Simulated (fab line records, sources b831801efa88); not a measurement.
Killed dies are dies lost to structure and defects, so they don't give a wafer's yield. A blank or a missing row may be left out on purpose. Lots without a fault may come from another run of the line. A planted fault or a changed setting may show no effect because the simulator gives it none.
A struck lot beside a sound one | flow gf180mcu | 14 steps out of a route of 602
Sound: wafers L438.1, L438.3, L438.5. Struck: wafers L435.2, L435.3, L435.6. The cause comes at the end.
At each step with rows: each side's tool, then ch and its chambers, then its first start. Under that, the readings that differ: sound wafers | struck wafers | difference of the means | sigmas: that difference in standard deviations of wafers without a fault.
alike: readings whose means differ by less than 2 such deviations, and words and numbers that are the same on both sides. not compared: withheld readings, readings that some wafer has no value for, bounds like >300 that may hide the same value, and numbers for which the record gives no deviation and whose values overlap.
The two part at a step that has a row with sigmas, a row that says differs or no value, or rows on one side only. Numbers that don't overlap but have no deviation are shown without sigmas and don't part them. A reading that every wafer of one side lacks parts them only if that side has two wafers or more.

first, 6 steps without rows for these wafers: GF_M4_HMDS_08 (prime time 60 s); GF_M4_COAT_09 (resist thk 1000 nm); GF_M4_SOFTBAKE_10 (time 60 s); GF_M4_EXPOSE_11 (exposes mask Metal4, target cd 280 nm); GF_M4_PEB_12 (peb time 90 s); GF_M4_DEVELOP_13 (develop time 60 s).
GF_M4_CD_MEAS_14: target cd 280 nm.
  sound on cd_sem-01, day 26 18:28; struck on cd_sem-01, day 25 18:36
  alike: cd_nm
GF_M4_OVL_MEAS_15:
  sound on overlay-02, day 26 18:35; struck on overlay-01, day 25 18:43
  alike: M4_OVL
GF_M4_METAL_ETCH_16: etches the open film in Cl2/BCl3, stops on SiO2, target depth 627.5 nm, time 104.6 s.
  sound on rie_metal-01 ch 0,1, day 26 18:38; struck on rie_metal-03 ch 0,1, day 25 18:44
  alike: bcl3_flow_sccm, drypump_motor_current_A, oes_product_au, throttle_valve_pct
  not compared: rf_hours_counter_h
GF_M4_STRIP_17: strips in O2/N2.
  sound on plasma_asher-02 ch 0,1, day 26 18:44; struck on plasma_asher-02 ch 0,1, day 25 18:51
  alike: drypump_motor_current_A, heater_power_w, n2_flow_sccm, oes_product_au, strip_time_to_endpoint_s
  not compared: rf_hours_counter_h
then, 2 steps without rows for these wafers: GF_M4_STRIP_18 (strips in post etch residue remover, time 1200 s); GF_M4_CLEAN_19 (cleans in DIW).
GF_V4_CVD_00: deposits SiO2, target thk 600 nm, time 100 s.
  sound on hdpcvd-01 ch 0,2, day 26 19:16; struck on hdpcvd-01 ch 0, day 25 19:26
  no value came back on the struck wafers for pressure_mtorr (mTorr), run_length_s (s), time_s (s); on the sound wafers pressure_mtorr (mTorr) reads 6.005 6.000 5.988
then, 1 step without rows for these wafers: GF_PASSIVATION_PROBE_99.

WHERE THEY PART
Only at GF_V4_CVD_00, within this record.

WHY: what the simulator had put in
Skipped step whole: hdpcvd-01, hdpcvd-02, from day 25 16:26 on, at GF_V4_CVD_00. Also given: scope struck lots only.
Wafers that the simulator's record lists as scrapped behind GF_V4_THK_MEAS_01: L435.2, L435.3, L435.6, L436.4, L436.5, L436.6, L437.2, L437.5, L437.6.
